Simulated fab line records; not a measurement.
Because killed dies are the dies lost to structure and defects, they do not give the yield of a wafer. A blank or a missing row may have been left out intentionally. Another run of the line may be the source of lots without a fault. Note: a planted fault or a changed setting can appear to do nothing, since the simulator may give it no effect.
fab line records + flow gf180mcu
[record]
- lots = 7
- wafers = 21
- last-day = 33
route steps=602 shown MIM@507
lots that met no fault: taken from a fault-free run of the same line
start-h: start of the lot's first displayed wafer, in hours after the record's first day + wait-h: hours since the lot's step before + " unchanged from the row above + L1.1+2: a single row standing in for several wafers + - no value, or no start was given + * or withheld: withheld + < > ~ a bound
route shown NAME@n: names a module that has steps shown in the file, with the first one's number in the route + usual: mean/standard deviation taken from wafers without a fault + same: alike in all rows + chamber/n: place in a boat + sites: each site's reading + _std_site: the standard deviation of these + _edge_site: outer sites' mean less inner sites' + radius-mm: for every site, how far away it sits from the centre of the wafer + mask NAME#n: copy n + behind: the tool/chamber that last shaped the wafer + hold: reason for holding the lot/hours on hold/outcome of the hold + device: which transistor (n, p or np) failed to switch + end of line: at the end of the route, the tests of the same wafers + where a step has no rows: the recipe by itself + killed: at the first sort, the dies lost to defects and structure; wafer yield is something else + map: dies across one wafer; x = killed, . = not, _ = none there
set.NAME: setting as actually run; set.NAME@STEP: the setting as run at that earlier step + model.NAME: the simulator's own value behind a step, which no gauge read
certain route steps with their lots: each step a table, each wafer a row
services: from which hour (start-h, from the record's first day; less than 0 if before it) a tool's chamber was out of use, for how many hours, and why
[[steps]]
[step GF_MIM_SPUTTER_04]
[recipe]
- material = TiN
- target-thk-nm = 50
- power-w = 6500
- time-s = 41.7
- chamber-pressure-pa = 0.4
[usual]
- throttle-valve-pct = 30.1/1.6
| lot.wafer | tool           | chamber | start-h | wait-h | throttle-valve-pct |
|-----------|----------------|---------|---------|--------|--------------------|
| L450.1    | pvd-sputter-01 | -       | 599.46  | 0.0    | 27.1               |
| L450.3    | "              | -       | "       | "      | 28.0               |
| L450.5    | "              | -       | "       | "      | 30.3               |
| L454.1    | pvd-sputter-02 | -       | 638.96  | 0.0    | 31.8               |
| L454.4    | "              | -       | "       | "      | 29.2               |
| L454.6    | "              | -       | "       | "      | 29.4               |
| L455.2    | pvd-sputter-01 | -       | 639.81  | 0.0    | 30.2               |
| L455.3    | "              | -       | "       | "      | 27.1               |
| L455.6    | "              | -       | "       | "      | 32.2               |
| L456.2    | pvd-sputter-03 | -       | 645.44  | 0.0    | 30.1               |
| L456.4    | "              | -       | "       | "      | 29.5               |
| L456.5    | "              | -       | "       | "      | 29.7               |
| L459.2    | pvd-sputter-01 | -       | 680.36  | 0.0    | 27.0               |
| L459.3    | "              | -       | "       | "      | 32.2               |
| L459.5    | "              | -       | "       | "      | 27.4               |
| L461.2    | pvd-sputter-01 | -       | 687.72  | 0.0    | 28.0               |
| L461.3    | "              | -       | "       | "      | 30.2               |
| L461.5    | "              | -       | "       | "      | 27.2               |
| L464.3    | pvd-sputter-02 | -       | 703.02  | 0.0    | 31.7               |
| L464.4    | "              | -       | "       | "      | 29.6               |
| L464.5    | "              | -       | "       | "      | 31.7               |
[step GF_MIM_CVD_05]
[recipe]
- material = Si3N4
- target-thk-nm = 42
- temp-max-c = 400
- temp-c = 385
- time-s = 29.086
- rf-w = 450
[usual]
- heater-power-w = 604/66
| lot.wafer | tool     | chamber | start-h | wait-h | heater-power-w |
|-----------|----------|---------|---------|--------|----------------|
| L450.1    | pecvd-04 | 0       | 599.50  | 0.0    | 578            |
| L450.3    | "        | 1       | "       | "      | 564            |
| L450.5    | "        | 1       | "       | "      | 557            |
| L454.1    | pecvd-02 | 2       | 639.00  | 0.0    | 548            |
| L454.4    | "        | 1       | "       | "      | 655            |
| L454.6    | "        | 0       | "       | "      | 580            |
| L455.2    | pecvd-04 | 2       | 639.85  | 0.0    | 605            |
| L455.3    | "        | 0       | "       | "      | 588            |
| L455.6    | "        | 0       | "       | "      | 588            |
| L456.2    | pecvd-04 | 2       | 645.48  | 0.0    | 605            |
| L456.4    | "        | 2       | "       | "      | 593            |
| L456.5    | "        | 0       | "       | "      | 643            |
| L459.2    | pecvd-04 | 2       | 680.39  | 0.0    | 577            |
| L459.3    | "        | 0       | "       | "      | 569            |
| L459.5    | "        | 2       | "       | "      | 578            |
| L461.2    | pecvd-02 | 1       | 687.76  | 0.0    | 752            |
| L461.3    | "        | 2       | "       | "      | 523            |
| L461.5    | "        | 1       | "       | "      | 741            |
| L464.3    | pecvd-04 | 2       | 703.06  | 0.0    | 565            |
| L464.4    | "        | 0       | "       | "      | 682            |
| L464.5    | "        | 1       | "       | "      | 595            |
[step GF_MIM_THK_MEAS_06]
[recipe]
- reads = Si3N4_of_MIM_CVD_05
[usual]
- MIM_CVD_05_THK = 41.8/0.61
| lot.wafer | tool          | chamber | start-h | wait-h | MIM_CVD_05_THK[nm] |
|-----------|---------------|---------|---------|--------|--------------------|
| L450.1    | film-metro-03 | -       | 599.53  | 0.0    | 41.5               |
| L450.3    | "             | -       | "       | "      | 42.5               |
| L450.5    | "             | -       | "       | "      | 42.6               |
| L454.1    | film-metro-01 | -       | 639.03  | 0.0    | 40.9               |
| L454.4    | "             | -       | "       | "      | 41.2               |
| L454.6    | "             | -       | "       | "      | 41.9               |
| L455.2    | film-metro-01 | -       | 639.89  | 0.0    | 42.1               |
| L455.3    | "             | -       | "       | "      | 41.6               |
| L455.6    | "             | -       | "       | "      | 42.5               |
| L456.2    | film-metro-03 | -       | 645.52  | 0.0    | 40.8               |
| L456.4    | "             | -       | "       | "      | 41.9               |
| L456.5    | "             | -       | "       | "      | 41.5               |
| L459.2    | film-metro-01 | -       | 680.44  | 0.0    | 41.4               |
| L459.3    | "             | -       | "       | "      | 40.9               |
| L459.5    | "             | -       | "       | "      | 41.9               |
| L461.2    | film-metro-03 | -       | 687.81  | 0.0    | 42.2               |
| L461.3    | "             | -       | "       | "      | 41.6               |
| L461.5    | "             | -       | "       | "      | 42.2               |
| L464.3    | film-metro-02 | -       | 703.12  | 0.0    | 40.6               |
| L464.4    | "             | -       | "       | "      | 41.3               |
| L464.5    | "             | -       | "       | "      | 42.3               |
[step GF_MIM_SPUTTER_07]
[recipe]
- material = TiN
- target-thk-nm = 60
- power-w = 6500
- time-s = 50
- chamber-pressure-pa = 0.4
[usual]
- throttle-valve-pct = 30.0/1.5
| lot.wafer | tool           | chamber | start-h | wait-h | throttle-valve-pct |
|-----------|----------------|---------|---------|--------|--------------------|
| L450.1    | pvd-sputter-03 | -       | 599.59  | 0.1    | 29.2               |
| L450.3    | "              | -       | "       | "      | 29.0               |
| L450.5    | "              | -       | "       | "      | 32.1               |
| L454.1    | pvd-sputter-03 | -       | 639.09  | 0.1    | 29.7               |
| L454.4    | "              | -       | "       | "      | 32.2               |
| L454.6    | "              | -       | "       | "      | 29.0               |
| L455.2    | pvd-sputter-03 | -       | 639.94  | 0.0    | 32.3               |
| L455.3    | "              | -       | "       | "      | 29.2               |
| L455.6    | "              | -       | "       | "      | 29.6               |
| L456.2    | pvd-sputter-02 | -       | 645.57  | 0.0    | 30.8               |
| L456.4    | "              | -       | "       | "      | 28.7               |
| L456.5    | "              | -       | "       | "      | 29.6               |
| L459.2    | pvd-sputter-02 | -       | 680.49  | 0.0    | 31.0               |
| L459.3    | "              | -       | "       | "      | 31.6               |
| L459.5    | "              | -       | "       | "      | 31.1               |
| L461.2    | pvd-sputter-03 | -       | 687.86  | 0.0    | 28.9               |
| L461.3    | "              | -       | "       | "      | 32.2               |
| L461.5    | "              | -       | "       | "      | 32.2               |
| L464.3    | pvd-sputter-03 | -       | 703.16  | 0.0    | 29.3               |
| L464.4    | "              | -       | "       | "      | 30.3               |
| L464.5    | "              | -       | "       | "      | 29.5               |
[step GF_MIM_SPUTTER_08]
[recipe]
- material = AlCu
- target-thk-nm = 200
- power-w = 10600
- time-s = 10.93
- chamber-pressure-pa = 0.4
[usual]
- throttle-valve-pct = 30.0/1.5
| lot.wafer | tool           | chamber | start-h | wait-h | throttle-valve-pct |
|-----------|----------------|---------|---------|--------|--------------------|
| L450.1    | pvd-sputter-03 | -       | 599.63  | 0.0    | 29.6               |
| L450.3    | "              | -       | "       | "      | 29.2               |
| L450.5    | "              | -       | "       | "      | 32.0               |
| L454.1    | pvd-sputter-03 | -       | 639.13  | 0.0    | 29.3               |
| L454.4    | "              | -       | "       | "      | 32.0               |
| L454.6    | "              | -       | "       | "      | 29.2               |
| L455.2    | pvd-sputter-03 | -       | 639.98  | 0.0    | 32.3               |
| L455.3    | "              | -       | "       | "      | 29.0               |
| L455.6    | "              | -       | "       | "      | 29.5               |
| L456.2    | pvd-sputter-02 | -       | 645.62  | 0.0    | 31.2               |
| L456.4    | "              | -       | "       | "      | 29.1               |
| L456.5    | "              | -       | "       | "      | 29.3               |
| L459.2    | pvd-sputter-02 | -       | 680.53  | 0.0    | 31.2               |
| L459.3    | "              | -       | "       | "      | 31.7               |
| L459.5    | "              | -       | "       | "      | 31.0               |
| L461.2    | pvd-sputter-03 | -       | 687.90  | 0.0    | 28.9               |
| L461.3    | "              | -       | "       | "      | 32.2               |
| L461.5    | "              | -       | "       | "      | 32.3               |
| L464.3    | pvd-sputter-03 | -       | 703.20  | 0.0    | 29.7               |
| L464.4    | "              | -       | "       | "      | 30.1               |
| L464.5    | "              | -       | "       | "      | 29.8               |
[step GF_MIM_SPUTTER_09]
[recipe]
- material = TiN
- target-thk-nm = 35
- power-w = 6500
- time-s = 29.2
- chamber-pressure-pa = 0.4
[usual]
- throttle-valve-pct = 30.0/1.5
| lot.wafer | tool           | chamber | start-h | wait-h | throttle-valve-pct |
|-----------|----------------|---------|---------|--------|--------------------|
| L450.1    | pvd-sputter-03 | -       | 599.66  | 0.0    | 29.7               |
| L450.3    | "              | -       | "       | "      | 29.2               |
| L450.5    | "              | -       | "       | "      | 32.5               |
| L454.1    | pvd-sputter-03 | -       | 639.16  | 0.0    | 29.5               |
| L454.4    | "              | -       | "       | "      | 32.2               |
| L454.6    | "              | -       | "       | "      | 28.8               |
| L455.2    | pvd-sputter-03 | -       | 640.01  | 0.0    | 32.2               |
| L455.3    | "              | -       | "       | "      | 29.0               |
| L455.6    | "              | -       | "       | "      | 29.5               |
| L456.2    | pvd-sputter-02 | -       | 645.65  | 0.0    | 31.0               |
| L456.4    | "              | -       | "       | "      | 29.1               |
| L456.5    | "              | -       | "       | "      | 29.2               |
| L459.2    | pvd-sputter-02 | -       | 680.55  | 0.0    | 31.1               |
| L459.3    | "              | -       | "       | "      | 32.0               |
| L459.5    | "              | -       | "       | "      | 30.9               |
| L461.2    | pvd-sputter-03 | -       | 687.92  | 0.0    | 29.0               |
| L461.3    | "              | -       | "       | "      | 32.3               |
| L461.5    | "              | -       | "       | "      | 32.4               |
| L464.3    | pvd-sputter-03 | -       | 703.22  | 0.0    | 29.4               |
| L464.4    | "              | -       | "       | "      | 30.1               |
| L464.5    | "              | -       | "       | "      | 29.4               |
[step GF_MIM_RS_MEAS_10]
[recipe]
- thk-meas-gauge = four-point-probe
- reads = TiN_of_MIM_SPUTTER_09+AlCu_of_MIM_SPUTTER_08+TiN_of_MIM_SPUTTER_07
[usual]
- MIM_ALCU_RS = 0.1553/0.0018
| lot.wafer | tool          | chamber | start-h | wait-h | MIM_ALCU_RS[ohm/sq] |
|-----------|---------------|---------|---------|--------|---------------------|
| L450.1    | film-metro-01 | -       | 599.71  | 0.0    | 0.1551              |
| L450.3    | "             | -       | "       | "      | 0.1544              |
| L450.5    | "             | -       | "       | "      | 0.1562              |
| L454.1    | film-metro-03 | -       | 639.19  | 0.0    | 0.1566              |
| L454.4    | "             | -       | "       | "      | 0.1567              |
| L454.6    | "             | -       | "       | "      | 0.1562              |
| L455.2    | film-metro-01 | -       | 640.06  | 0.0    | 0.1534              |
| L455.3    | "             | -       | "       | "      | 0.1518              |
| L455.6    | "             | -       | "       | "      | 0.1528              |
| L456.2    | film-metro-03 | -       | 645.70  | 0.0    | 0.1548              |
| L456.4    | "             | -       | "       | "      | 0.1564              |
| L456.5    | "             | -       | "       | "      | 0.1546              |
| L459.2    | film-metro-02 | -       | 680.61  | 0.0    | 0.1582              |
| L459.3    | "             | -       | "       | "      | 0.1572              |
| L459.5    | "             | -       | "       | "      | 0.1575              |
| L461.2    | film-metro-02 | -       | 687.98  | 0.0    | 0.1551              |
| L461.3    | "             | -       | "       | "      | 0.1536              |
| L461.5    | "             | -       | "       | "      | 0.1551              |
| L464.3    | film-metro-01 | -       | 703.29  | 0.1    | 0.1576              |
| L464.4    | "             | -       | "       | "      | 0.1596              |
| L464.5    | "             | -       | "       | "      | 0.1568              |
[step GF_MIM_THK_MEAS_11]
[recipe]
- thk-meas-gauge = xrf
- reads = AlCu_of_MIM_SPUTTER_08
[usual]
- MIM_ALCU_THK = 207.4/2.3
| lot.wafer | tool          | chamber | start-h | wait-h | MIM_ALCU_THK[nm] |
|-----------|---------------|---------|---------|--------|------------------|
| L450.1    | film-metro-01 | -       | 599.83  | 0.1    | 206.6            |
| L450.3    | "             | -       | "       | "      | 206.3            |
| L450.5    | "             | -       | "       | "      | 204.2            |
| L454.1    | film-metro-03 | -       | 639.31  | 0.1    | 206.6            |
| L454.4    | "             | -       | "       | "      | 206.1            |
| L454.6    | "             | -       | "       | "      | 205.9            |
| L455.2    | film-metro-01 | -       | 640.17  | 0.1    | 209.5            |
| L455.3    | "             | -       | "       | "      | 210.0            |
| L455.6    | "             | -       | "       | "      | 209.5            |
| L456.2    | film-metro-03 | -       | 645.81  | 0.1    | 208.0            |
| L456.4    | "             | -       | "       | "      | 205.5            |
| L456.5    | "             | -       | "       | "      | 208.5            |
| L459.2    | film-metro-02 | -       | 680.72  | 0.1    | 206.2            |
| L459.3    | "             | -       | "       | "      | 208.0            |
| L459.5    | "             | -       | "       | "      | 207.6            |
| L461.2    | film-metro-02 | -       | 688.09  | 0.1    | 210.1            |
| L461.3    | "             | -       | "       | "      | 211.8            |
| L461.5    | "             | -       | "       | "      | 208.6            |
| L464.3    | film-metro-01 | -       | 703.39  | 0.1    | 203.9            |
| L464.4    | "             | -       | "       | "      | 201.5            |
| L464.5    | "             | -       | "       | "      | 205.1            |
[step GF_MIM_DEHYDRATE_12]
[recipe]
- temp-c = 200
- time-s = 60
[step GF_MIM_HMDS_13]
[recipe]
- prime-time-s = 60
- prime-temp-c = 120
[step GF_MIM_COAT_14]
[recipe]
- resist = NOVOLAK
- spin-rpm = 3000
- resist-thk-nm = 1000
[step GF_MIM_SOFTBAKE_15]
[recipe]
- temp-c = 90
- time-s = 60
- resist = NOVOLAK
[step GF_MIM_EXPOSE_16]
[recipe]
- mask-id = FuseTop
- target-cd-nm = 2000
- na = 0.6
- source-shape = conventional
- sigma-outer = 0.6
- dose-mj = 140
[usual]
- exposure-dose-mJ-cm2 = 140.01/0.14
- focus-offset-nm = 0.0/0.48
| lot.wafer | tool             | chamber | start-h | wait-h | mask      | exposure-dose-mJ-cm2 | focus-offset-nm |
|-----------|------------------|---------|---------|--------|-----------|----------------------|-----------------|
| L450.1    | iline-stepper-01 | 0       | 610.65  | -      | FuseTop#0 | 139.98               | 0.9             |
| L450.3    | "                | 0       | "       | "      | FuseTop#0 | 140.21               | 0.3             |
| L450.5    | "                | 0       | "       | "      | FuseTop#0 | 139.99               | 0.7             |
| L454.1    | iline-stepper-01 | -       | 648.90  | -      | FuseTop#0 | -                    | -               |
| L454.4    | "                | -       | "       | "      | FuseTop#0 | -                    | -               |
| L454.6    | "                | -       | "       | "      | FuseTop#0 | -                    | -               |
| L455.2    | iline-stepper-01 | -       | 649.68  | -      | FuseTop#0 | -                    | -               |
| L455.3    | "                | -       | "       | "      | FuseTop#0 | -                    | -               |
| L455.6    | "                | -       | "       | "      | FuseTop#0 | -                    | -               |
| L456.2    | iline-stepper-02 | -       | 656.46  | -      | FuseTop#0 | -                    | -               |
| L456.4    | "                | -       | "       | "      | FuseTop#0 | -                    | -               |
| L456.5    | "                | -       | "       | "      | FuseTop#0 | -                    | -               |
| L459.2    | iline-stepper-01 | 0       | 689.94  | -      | FuseTop#0 | 139.85               | -0.3            |
| L459.3    | "                | 0       | "       | "      | FuseTop#0 | 140.04               | -0.3            |
| L459.5    | "                | 0       | "       | "      | FuseTop#0 | 140.03               | -0.2            |
| L461.2    | iline-stepper-02 | 0       | 697.81  | -      | FuseTop#0 | 140.00               | -0.5            |
| L461.3    | "                | 0       | "       | "      | FuseTop#0 | 140.12               | -0.8            |
| L461.5    | "                | 0       | "       | "      | FuseTop#0 | 139.97               | -0.6            |
| L464.3    | iline-stepper-02 | 0       | 712.08  | -      | FuseTop#0 | 140.05               | -0.6            |
| L464.4    | "                | 0       | "       | "      | FuseTop#0 | 140.08               | -0.8            |
| L464.5    | "                | 0       | "       | "      | FuseTop#0 | 140.08               | -0.3            |
[step GF_MIM_PEB_17]
[recipe]
- temp-c = withheld
- time-s = *
- resist = NOVOLAK
[[services]]
| tool             | chamber | start-h | hours | kind        |
|------------------|---------|---------|-------|-------------|
| iline-stepper-01 | -       | 579.87  | 1.7   | pm          |
| pecvd-02         | -       | 591.12  | 14.0  | pm          |
| pecvd-02         | 0       | 591.12  | 14.0  | vent-cycle  |
| pecvd-02         | 1       | 591.12  | 14.0  | vent-cycle  |
| pecvd-02         | 2       | 591.12  | 14.0  | vent-cycle  |
| pecvd-02         | -       | 596.67  | 2.6   | repair      |
| pecvd-02         | 0       | 605.12  | -     | clean       |
| pecvd-02         | 1       | 605.12  | -     | clean       |
| pecvd-02         | 2       | 605.12  | -     | clean       |
| pvd-sputter-01   | -       | 606.07  | 0.5   | repair      |
| iline-stepper-01 | 0       | 616.10  | -     | calibration |
| pvd-sputter-03   | -       | 630.62  | 3.0   | repair      |
| pvd-sputter-03   | -       | 642.31  | 2.1   | repair      |
| iline-stepper-02 | -       | 651.26  | 1.7   | pm          |
| pecvd-04         | 0       | 675.22  | 1.8   | repair      |
| pecvd-02         | -       | 694.05  | 0.8   | repair      |
| pecvd-02         | -       | 707.01  | 1.0   | repair      |
| pecvd-04         | -       | 711.00  | 0.9   | repair      |
[[key]]
[first-sign]
- step = GF_MIM_EXPOSE_16
- reading = tool-record
- direction = missing
effect none on later readings
met-at GF_MIM_EXPOSE_16
struck-wafers L454.1,L454.4,L454.6,L455.2,L455.3,L455.6,L456.2,L456.4,L456.5
later-rows-left-out L454.1,L454.4,L454.6,L455.2,L455.3,L455.6,L456.2,L456.4,L456.5
sort-left-out L454.1,L454.4,L454.6,L455.2,L455.3,L455.6,L456.2,L456.4,L456.5
onset-between 610.65 648.90
[fault]
- kind = skipped-step-whole
- tool = iline-stepper-01,iline-stepper-02
- chamber = -
- onset-h = 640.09
- steps = GF_MIM_EXPOSE_16
- scope = struck-lots-only
// sort-left-out: the simulated sort isn't trusted on such a fault, so these wafers' sort isn't shown, and their yield isn't known
// later-rows-left-out: the simulator's readings of these wafers behind a module that went badly wrong aren't trusted and aren't shown, but for the sort
